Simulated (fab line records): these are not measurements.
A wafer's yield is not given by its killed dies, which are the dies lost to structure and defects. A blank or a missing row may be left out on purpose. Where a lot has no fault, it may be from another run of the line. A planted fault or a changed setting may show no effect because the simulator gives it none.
fab line records	flow sky130
record lots=24	wafers=72	lastDay=50
route steps=708 shown LI_CONTACT@385 CONTACT@409 VIA1@460 VIA2@528 METAL3@564
lots untouched by any fault: they come from a run of this same line in which no faults occurred
startH: start of the lot's first displayed wafer, in hours after the record's first day	waitH: hours from the lot's prior step to this one	" the same as in the row above	L1.1+2: a row that stands for several wafers	- no value present, or no start provided	* or withheld: withheld	< > ~ a bound
route shown NAME@n: NAME is a module with steps in the file, n the number in the route of the first one	usual: mean and standard deviation over wafers with no fault	same: alike in all rows	chamber/n: place in a boat	sites: per-site readings	_std_site: standard deviation across them	_edge_site: the outer-site mean with the inner-site mean subtracted	radiusMm: how far each site lies from the wafer's centre	mask NAME#n: copy n	behind: the tool/chamber that last shaped the wafer	hold: why the lot was held/for how many hours/how that ended	device: the transistor (n, p or np) that didn't switch	end of line: at the end of the route, the tests of the same wafers	a step without rows: its recipe alone	killed: dies that structure and defects cost at the first sort, which is not the same as the wafer's yield	map: a wafer's dies, marking killed ones x, the rest . and places with no die _
set.NAME: the setting the step ran with; set.NAME@STEP: the setting that earlier step ran with	model.NAME: the simulator's own value behind a step, which no gauge read
the route's steps for a sample of lots (tables are steps, rows are wafers)
services: the hour from which a tool's chamber was out of use, counted from the record's first day as startH (under 0 if before that day), plus the number of hours and why
## steps
# step SKY_LI_CONTACT_THK_MEAS_23
# recipe thkMeasGauge=xrf	reads=W_of_LI_CONTACT_CVD_21
# usual LI_CONTACT_W_THK=399/8.4
lot.wafer	tool	chamber	startH	waitH	LI_CONTACT_W_THK[nm]
L074.1	filmMetro-02	-	659.17	0.1	400
L074.3	"	-	"	"	404
L074.5	"	-	"	"	403
L075.4	filmMetro-04	-	672.71	0.1	404
L075.5	"	-	"	"	407
L075.6	"	-	"	"	416
L076.2	filmMetro-04	-	679.35	0.1	410
L076.4	"	-	"	"	410
L076.5	"	-	"	"	412
L077.2	filmMetro-04	-	692.40	0.1	415
L077.3	"	-	"	"	416
L077.6	"	-	"	"	415
L078.1	filmMetro-01	-	708.83	0.1	392
L078.2	"	-	"	"	393
L078.3	"	-	"	"	388
L079.3	filmMetro-01	-	722.66	0.1	396
L079.4	"	-	"	"	391
L079.6	"	-	"	"	384
L080.2	filmMetro-02	-	728.24	0.1	398
L080.3	"	-	"	"	388
L080.4	"	-	"	"	387
L081.1	filmMetro-01	-	731.48	0.1	386
L081.5	"	-	"	"	389
L081.6	"	-	"	"	397
L082.1	filmMetro-04	-	747.27	0.1	411
L082.2	"	-	"	"	407
L082.5	"	-	"	"	411
L084.3	filmMetro-04	-	753.24	0.1	413
L084.5	"	-	"	"	418
L084.6	"	-	"	"	416
L083.1	filmMetro-04	-	755.04	0.1	410
L083.3	"	-	"	"	406
L083.5	"	-	"	"	409
L085.3	filmMetro-01	-	756.77	0.1	400
L085.4	"	-	"	"	397
L085.6	"	-	"	"	395
L086.1	filmMetro-01	-	767.63	0.1	395
L086.3	"	-	"	"	395
L086.4	"	-	"	"	396
L087.3	filmMetro-01	-	776.75	0.1	393
L087.4	"	-	"	"	400
L087.6	"	-	"	"	393
L088.1	filmMetro-02	-	780.87	0.1	406
L088.2	"	-	"	"	397
L088.4	"	-	"	"	401
L090.3	filmMetro-02	-	814.01	0.1	395
L090.5	"	-	"	"	400
L090.6	"	-	"	"	403
L091.2	filmMetro-04	-	814.35	0.1	390
L091.4	"	-	"	"	400
L091.5	"	-	"	"	398
L089.2	filmMetro-01	-	814.68	0.1	396
L089.4	"	-	"	"	395
L089.5	"	-	"	"	393
L092.4	filmMetro-01	-	816.51	0.1	385
L092.5	"	-	"	"	387
L092.6	"	-	"	"	385
L093.1	filmMetro-04	-	825.92	0.1	400
L093.5	"	-	"	"	396
L093.6	"	-	"	"	399
L094.3	filmMetro-01	-	842.57	0.1	397
L094.4	"	-	"	"	402
L094.5	"	-	"	"	400
L096.1	filmMetro-02	-	861.23	0.1	392
L096.3	"	-	"	"	396
L096.6	"	-	"	"	388
L095.1	filmMetro-04	-	861.52	0.1	406
L095.3	"	-	"	"	411
L095.6	"	-	"	"	403
L097.1	filmMetro-01	-	865.69	0.1	393
L097.2	"	-	"	"	397
L097.3	"	-	"	"	397
# step SKY_CONTACT_THK_MEAS_03
# recipe reads=SiO2_of_CONTACT_HDPCVD_02
# usual CONTACT_HDPCVD_THK=567/6
lot.wafer	tool	chamber	startH	waitH	CONTACT_HDPCVD_THK[nm]
L074.1	filmMetro-03	-	685.69	0.0	557
L074.3	"	-	"	"	558
L074.5	"	-	"	"	563
L075.4	filmMetro-03	-	700.56	0.0	564
L075.5	"	-	"	"	558
L075.6	"	-	"	"	565
L076.2	filmMetro-03	-	709.20	0.0	585
L076.4	"	-	"	"	573
L076.5	"	-	"	"	566
L077.2	filmMetro-04	-	721.02	0.0	576
L077.3	"	-	"	"	564
L077.6	"	-	"	"	565
L078.1	filmMetro-04	-	737.02	0.0	567
L078.2	"	-	"	"	565
L078.3	"	-	"	"	557
L079.3	filmMetro-04	-	750.29	0.1	569
L079.4	"	-	"	"	570
L079.6	"	-	"	"	569
L080.2	filmMetro-04	-	756.10	0.0	569
L080.3	"	-	"	"	566
L080.4	"	-	"	"	571
L081.1	filmMetro-01	-	760.13	0.0	569
L081.5	"	-	"	"	574
L081.6	"	-	"	"	569
L082.1	filmMetro-04	-	775.66	0.0	572
L082.2	"	-	"	"	566
L082.5	"	-	"	"	563
L084.3	filmMetro-01	-	781.65	0.1	567
L084.5	"	-	"	"	565
L084.6	"	-	"	"	565
L083.1	filmMetro-03	-	782.88	0.0	569
L083.3	"	-	"	"	565
L083.5	"	-	"	"	566
L085.3	filmMetro-03	-	785.12	0.1	563
L085.4	"	-	"	"	561
L085.6	"	-	"	"	557
L086.1	filmMetro-01	-	794.95	0.0	563
L086.3	"	-	"	"	565
L086.4	"	-	"	"	565
L087.3	filmMetro-03	-	804.69	0.1	577
L087.4	"	-	"	"	572
L087.6	"	-	"	"	574
L088.1	filmMetro-04	-	808.69	0.0	569
L088.2	"	-	"	"	573
L088.4	"	-	"	"	565
L090.3	filmMetro-03	-	841.52	0.1	560
L090.5	"	-	"	"	565
L090.6	"	-	"	"	569
L091.2	filmMetro-01	-	841.94	0.0	569
L091.4	"	-	"	"	567
L091.5	"	-	"	"	565
L089.2	filmMetro-04	-	842.20	0.0	570
L089.4	"	-	"	"	570
L089.5	"	-	"	"	575
L092.4	filmMetro-01	-	843.63	0.0	551
L092.5	"	-	"	"	552
L092.6	"	-	"	"	563
L093.1	filmMetro-01	-	853.59	0.0	570
L093.5	"	-	"	"	559
L093.6	"	-	"	"	567
L094.3	filmMetro-01	-	870.50	0.1	563
L094.4	"	-	"	"	567
L094.5	"	-	"	"	558
L096.1	filmMetro-01	-	889.04	0.0	572
L096.3	"	-	"	"	570
L096.6	"	-	"	"	566
L095.1	filmMetro-04	-	889.42	0.0	570
L095.3	"	-	"	"	567
L095.6	"	-	"	"	568
L097.1	filmMetro-03	-	893.58	0.0	571
L097.2	"	-	"	"	568
L097.3	"	-	"	"	566
# step SKY_VIA1_CMP_02
# recipe material=SiO2	downForcePsi=4	platenRpm=60	padVelocityMS=0.94248
# usual headPressurePsi=4.001/0.0082	motorCurrentA=11.4/1.2	retainingRingPressureFrac=0.999/0.0044
lot.wafer	tool	chamber	startH	waitH	headPressurePsi	motorCurrentA	retainingRingPressureFrac
L074.3	cmp-02	2	744.12	0.0	4.015	9.8	1.001
L074.1	"	3	"	"	3.990	11.5	0.997
L074.5	"	2	"	"	3.995	9.8	1.000
L075.4	cmp-02	1	756.86	0.1	4.004	11.9	1.003
L075.5	"	3	"	"	4.006	11.4	0.996
L075.6	"	0	"	"	4.002	12.5	1.001
L076.4	cmp-01	1	765.83	0.1	4.005	8.7	0.997
L076.2	"	3	"	"	3.996	10.7	0.998
L076.5	"	0	"	"	3.998	11.2	0.996
L077.3	cmp-01	3	777.96	0.1	4.000	11.6	0.994
L077.2	"	0	"	"	4.000	11.7	1.001
L077.6	"	0	"	"	4.006	10.9	0.999
L078.1	cmp-01	3	793.05	0.1	4.009	10.9	1.002
L078.3	"	1	"	"	4.003	9.0	0.988
L078.2	"	2	"	"	4.005	11.6	1.001
L079.4	cmp-02	2	806.61	0.6	4.026	9.5	0.997
L079.3	"	3	"	"	4.011	11.5	1.002
L079.6	"	2	"	"	4.002	10.3	0.998
L080.3	cmp-01	1	812.56	0.1	3.996	9.7	0.990
L080.4	"	2	"	"	3.992	12.4	0.998
L080.2	"	3	"	"	4.016	10.9	1.001
L081.1	cmp-02	3	816.02	0.1	3.993	11.1	1.005
L081.5	"	3	"	"	3.998	11.0	1.012
L081.6	"	0	"	"	3.989	13.8	0.992
L082.1	cmp-01	3	831.17	0.1	4.015	11.2	0.993
L082.2	"	2	"	"	3.999	12.0	1.003
L082.5	"	3	"	"	4.019	11.1	0.999
L084.3	cmp-02	2	837.06	0.1	4.002	10.0	0.995
L084.5	"	0	"	"	3.995	12.8	0.996
L084.6	"	1	"	"	3.997	11.3	0.996
L083.3	cmp-02	0	838.80	0.1	4.001	12.5	1.003
L083.1	"	1	"	"	3.989	12.0	0.994
L083.5	"	3	"	"	4.003	11.4	0.996
L085.3	cmp-01	3	841.49	0.0	4.010	10.9	0.997
L085.4	"	2	"	"	3.987	12.6	1.003
L085.6	"	0	"	"	4.001	11.8	0.996
L086.4	cmp-02	0	850.57	0.1	4.001	14.1	0.993
L086.3	"	1	"	"	4.007	11.8	0.995
L086.1	"	2	"	"	3.994	9.9	0.994
L087.3	cmp-02	0	859.99	0.0	3.988	13.2	1.004
L087.4	"	2	"	"	3.986	10.0	1.007
L087.6	"	0	"	"	4.003	13.4	1.002
L088.1	cmp-01	2	864.75	0.1	4.016	11.9	1.006
L088.4	"	3	"	"	4.004	11.1	0.999
L088.2	"	0	"	"	4.007	11.5	1.001
L090.3	cmp-02	3	896.83	0.0	4.013	11.7	0.995
L090.6	"	3	"	"	4.011	11.7	0.997
L090.5	"	0	"	"	4.001	12.8	0.997
L091.2	cmp-02	2	897.18	0.0	4.006	10.3	1.002
L091.4	"	1	"	"	3.999	11.2	0.999
L091.5	"	3	"	"	3.996	11.3	0.990
L089.2	cmp-02	0	897.79	0.0	4.000	13.6	0.997
L089.4	"	3	"	"	4.007	11.1	0.999
L089.5	"	0	"	"	3.999	13.7	1.000
L092.4	cmp-02	3	899.26	0.2	3.990	11.0	1.002
L092.5	"	2	"	"	3.997	9.6	0.998
L092.6	"	3	"	"	3.997	11.4	1.001
L093.1	cmp-02	2	907.98	0.2	3.995	10.7	0.999
L093.5	"	3	"	"	4.002	11.9	1.000
L093.6	"	0	"	"	4.009	13.3	0.999
L094.3	cmp-02	2	924.62	0.0	4.009	9.6	1.002
L094.4	"	0	"	"	4.008	13.1	1.001
L094.5	"	2	"	"	4.000	9.8	1.011
L096.1	cmp-01	2	941.27	0.1	3.993	11.1	1.000
L096.3	"	3	"	"	4.018	11.1	1.002
L096.6	"	1	"	"	3.991	10.0	0.997
L095.1	cmp-02	0	941.69	0.1	4.009	13.7	0.995
L095.3	"	2	"	"	4.008	10.2	1.007
L095.6	"	3	"	"	4.006	11.0	0.995
L097.2	cmp-02	3	946.35	0.0	4.010	11.8	1.005
L097.1	"	0	"	"	4.008	13.4	0.998
L097.3	"	1	"	"	3.988	11.2	1.001
# step SKY_VIA2_CVD_21
# recipe material=W	targetThkNm=420	timeS=126.4	tempC=400	pressureTorr=40
# usual heaterPowerW=787/28
lot.wafer	tool	chamber	startH	waitH	heaterPowerW
L074.1	cvdW-02	1	827.96	0.0	868
L074.3	"	1	"	"	846
L074.5	"	0	"	"	777
L075.4	cvdW-02	1	840.88	0.0	857
L075.5	"	1	"	"	836
L075.6	"	0	"	"	801
L076.2	cvdW-01	1	848.80	0.0	750
L076.4	"	0	"	"	748
L076.5	"	0	"	"	777
L077.2	cvdW-02	0	861.54	0.0	790
L077.3	"	0	"	"	799
L077.6	"	0	"	"	790
L078.1	cvdW-01	1	876.82	0.0	756
L078.2	"	0	"	"	777
L078.3	"	0	"	"	781
L079.3	cvdW-02	1	890.49	0.1	877
L079.4	"	0	"	"	794
L079.6	"	1	"	"	855
L080.2	cvdW-01	0	894.59	0.0	774
L080.3	"	0	"	"	763
L080.4	"	1	"	"	756
L081.1	cvdW-01	1	898.18	0.0	754
L081.5	"	0	"	"	757
L081.6	"	1	"	"	761
L082.1	cvdW-01	0	912.24	0.0	770
L082.2	"	1	"	"	784
L082.5	"	1	"	"	762
L084.3	cvdW-02	0	918.49	0.1	795
L084.5	"	1	"	"	777
L084.6	"	0	"	"	792
L083.1	cvdW-02	0	920.92	0.0	789
L083.3	"	0	"	"	793
L083.5	"	0	"	"	810
L085.3	cvdW-02	1	921.91	0.1	787
L085.4	"	0	"	"	807
L085.6	"	1	"	"	788
L086.1	cvdW-02	1	931.04	0.0	783
L086.3	"	1	"	"	773
L086.4	"	0	"	"	813
L087.3	cvdW-01	1	939.17	0.1	763
L087.4	"	0	"	"	775
L087.6	"	1	"	"	741
L088.1	cvdW-02	0	944.53	0.0	787
L088.2	"	1	"	"	782
L088.4	"	0	"	"	799
L090.3	cvdW-02	1	974.50	0.1	773
L090.5	"	1	"	"	772
L090.6	"	0	"	"	805
L091.2	cvdW-02	1	974.62	0.0	789
L091.4	"	1	"	"	783
L091.5	"	0	"	"	801
L089.2	cvdW-02	1	975.19	0.0	773
L089.4	"	1	"	"	808
L089.5	"	1	"	"	792
L092.4	cvdW-02	1	976.41	0.1	780
L092.5	"	0	"	"	828
L092.6	"	1	"	"	779
L093.1	cvdW-02	1	985.23	0.0	783
L093.5	"	1	"	"	789
L093.6	"	0	"	"	797
L094.3	cvdW-02	1	1000.70	0.1	789
L094.4	"	0	"	"	784
L094.5	"	1	"	"	782
L096.1	cvdW-01	1	1016.92	0.0	774
L096.3	"	0	"	"	756
L096.6	"	1	"	"	740
L095.1	cvdW-02	1	1017.23	0.0	759
L095.3	"	1	"	"	764
L095.6	"	1	"	"	800
L097.1	cvdW-01	1	1021.70	0.0	758
L097.2	"	0	"	"	785
L097.3	"	0	"	"	757
# step SKY_VIA2_RS_MEAS_22
# recipe thkMeasGauge=four-point-probe	reads=W_of_VIA2_CVD_21+TiN_of_VIA2_SPUTTER_20
# usual VIA2_W_RS=0.2706/0.0029
lot.wafer	tool	chamber	startH	waitH	VIA2_W_RS[ohm/sq]
L074.1	filmMetro-04	-	828.09	0.1	0.2733
L074.3	"	-	"	"	0.2692
L074.5	"	-	"	"	0.2691
L075.4	filmMetro-03	-	841.02	0.1	0.2711
L075.5	"	-	"	"	0.2680
L075.6	"	-	"	"	0.2745
L076.2	filmMetro-01	-	848.95	0.1	0.2680
L076.4	"	-	"	"	0.2692
L076.5	"	-	"	"	0.2736
L077.2	filmMetro-04	-	861.69	0.1	0.2775
L077.3	"	-	"	"	0.2764
L077.6	"	-	"	"	0.2759
L078.1	filmMetro-03	-	876.95	0.1	0.2715
L078.2	"	-	"	"	0.2734
L078.3	"	-	"	"	0.2749
L079.3	filmMetro-03	-	890.62	0.1	0.2739
L079.4	"	-	"	"	0.2740
L079.6	"	-	"	"	0.2701
L080.2	filmMetro-01	-	894.74	0.1	0.2738
L080.3	"	-	"	"	0.2706
L080.4	"	-	"	"	0.2747
L081.1	filmMetro-04	-	898.31	0.1	0.2678
L081.5	"	-	"	"	0.2706
L081.6	"	-	"	"	0.2705
L082.1	filmMetro-03	-	912.37	0.1	0.2720
L082.2	"	-	"	"	0.2706
L082.5	"	-	"	"	0.2723
L084.3	filmMetro-03	-	918.62	0.1	0.2693
L084.5	"	-	"	"	0.2677
L084.6	"	-	"	"	0.2699
L083.1	filmMetro-03	-	921.05	0.1	0.2692
L083.3	"	-	"	"	0.2706
L083.5	"	-	"	"	0.2704
L085.3	filmMetro-01	-	922.04	0.1	0.2652
L085.4	"	-	"	"	0.2720
L085.6	"	-	"	"	0.2693
L086.1	filmMetro-03	-	931.17	0.1	0.2677
L086.3	"	-	"	"	0.2690
L086.4	"	-	"	"	0.2680
L087.3	filmMetro-04	-	939.29	0.1	0.2689
L087.4	"	-	"	"	0.2717
L087.6	"	-	"	"	0.2702
L088.1	filmMetro-04	-	944.66	0.1	0.2667
L088.2	"	-	"	"	0.2655
L088.4	"	-	"	"	0.2673
L090.3	filmMetro-01	-	974.63	0.1	0.2722
L090.5	"	-	"	"	0.2740
L090.6	"	-	"	"	0.2686
L091.2	filmMetro-01	-	974.79	0.1	0.2705
L091.4	"	-	"	"	0.2674
L091.5	"	-	"	"	0.2672
L089.2	filmMetro-01	-	975.34	0.1	0.2700
L089.4	"	-	"	"	0.2717
L089.5	"	-	"	"	0.2724
L092.4	filmMetro-01	-	976.55	0.1	0.2722
L092.5	"	-	"	"	0.2691
L092.6	"	-	"	"	0.2738
L093.1	filmMetro-03	-	985.36	0.1	0.2706
L093.5	"	-	"	"	0.2684
L093.6	"	-	"	"	0.2658
L094.3	filmMetro-03	-	1000.83	0.1	0.2685
L094.4	"	-	"	"	0.2642
L094.5	"	-	"	"	0.2708
L096.1	filmMetro-04	-	1017.05	0.1	0.2734
L096.3	"	-	"	"	0.2749
L096.6	"	-	"	"	0.2753
L095.1	filmMetro-01	-	1017.36	0.1	0.2683
L095.3	"	-	"	"	0.2677
L095.6	"	-	"	"	0.2662
L097.1	filmMetro-03	-	1021.83	0.1	0.2743
L097.2	"	-	"	"	0.2784
L097.3	"	-	"	"	0.2764
# step SKY_METAL3_OVL_MEAS_14
# usual METAL3_OVL=2/5.8
lot.wafer	tool	chamber	startH	waitH	METAL3_OVL[nm]
L074.1	overlay-02	-	881.46	0.1	6
L074.3	"	-	"	"	-5
L074.5	"	-	"	"	-5
L075.4	overlay-02	-	894.00	0.1	4
L075.5	"	-	"	"	4
L075.6	"	-	"	"	3
L076.2	overlay-02	-	901.85	0.1	6
L076.4	"	-	"	"	1
L076.5	"	-	"	"	8
L077.2	overlay-02	-	914.09	0.1	10
L077.3	"	-	"	"	10
L077.6	"	-	"	"	3
L078.1	overlay-02	-	927.88	0.1	-1
L078.2	"	-	"	"	-1
L078.3	"	-	"	"	0
L079.3	overlay-01	-	941.85	0.1	4
L079.4	"	-	"	"	2
L079.6	"	-	"	"	0
L080.2	overlay-02	-	945.39	0.1	-3
L080.3	"	-	"	"	-2
L080.4	"	-	"	"	2
L081.1	overlay-01	-	953.48	0.1	-2
L081.5	"	-	"	"	-1
L081.6	"	-	"	"	-9
L082.1	overlay-02	-	960.85	0.1	-4
L082.2	"	-	"	"	-3
L082.5	"	-	"	"	-2
L084.3	overlay-02	-	969.09	0.1	3
L084.5	"	-	"	"	3
L084.6	"	-	"	"	1
L083.1	overlay-01	-	971.64	0.1	1
L083.3	"	-	"	"	-1
L083.5	"	-	"	"	2
L085.3	overlay-01	-	972.00	0.1	-3
L085.4	"	-	"	"	4
L085.6	"	-	"	"	1
L086.1	overlay-01	-	981.38	0.1	3
L086.3	"	-	"	"	1
L086.4	"	-	"	"	3
L087.3	overlay-02	-	987.84	0.1	2
L087.4	"	-	"	"	0
L087.6	"	-	"	"	-2
L088.1	overlay-02	-	993.98	0.1	4
L088.2	"	-	"	"	12
L088.4	"	-	"	"	8
L090.3	overlay-02	-	1022.05	0.1	-8
L090.5	"	-	"	"	-12
L090.6	"	-	"	"	0
L091.2	overlay-01	-	1022.65	0.1	2
L091.4	"	-	"	"	-2
L091.5	"	-	"	"	-3
L089.2	overlay-02	-	1022.84	0.1	4
L089.4	"	-	"	"	-1
L089.5	"	-	"	"	-8
L092.4	overlay-01	-	1023.20	0.1	13
L092.5	"	-	"	"	5
L092.6	"	-	"	"	6
L093.1	overlay-01	-	1031.73	0.1	-4
L093.5	"	-	"	"	-2
L093.6	"	-	"	"	3
L094.3	overlay-02	-	1047.29	0.1	7
L094.4	"	-	"	"	10
L094.5	"	-	"	"	8
L096.1	overlay-01	-	1061.98	0.1	-9
L096.3	"	-	"	"	2
L096.6	"	-	"	"	-6
L095.1	overlay-01	-	1062.93	0.1	3
L095.3	"	-	"	"	-9
L095.6	"	-	"	"	-3
L097.1	overlay-02	-	1067.09	0.1	4
L097.2	"	-	"	"	11
L097.3	"	-	"	"	11
## services
tool	chamber	startH	hours	kind
cmp-02	-	739.20	0.3	repair
cvdW-01	-	742.97	2.0	repair
cmp-01	-	744.00	4.0	pm
cmp-02	-	784.14	1.8	repair
cmp-01	-	803.57	4.6	pm
cvdW-01	-	803.76	2.8	pm
cmp-01	-	837.78	0.2	repair
cmp-02	-	839.70	5.7	repair
cvdW-02	-	845.11	1.3	repair
cmp-02	-	886.02	1.9	repair
cmp-02	-	888.00	4.4	pm
cmp-01	-	895.76	5.4	pm
cvdW-02	-	904.00	14.0	pm
cvdW-02	0	904.00	14.0	ventCycle
cvdW-02	1	904.00	14.0	ventCycle
cmp-02	-	912.00	4.0	pm
cvdW-01	-	932.22	0.8	repair
cmp-02	-	935.57	1.6	repair
cvdW-02	-	938.23	6.0	pm
cmp-02	-	966.22	1.9	repair
cvdW-01	-	972.21	6.0	pm
cvdW-01	0	992.63	18.6	repair
cmp-01	-	1014.24	1.1	repair
cmp-02	-	1018.10	4.3	pm
## key
fault none
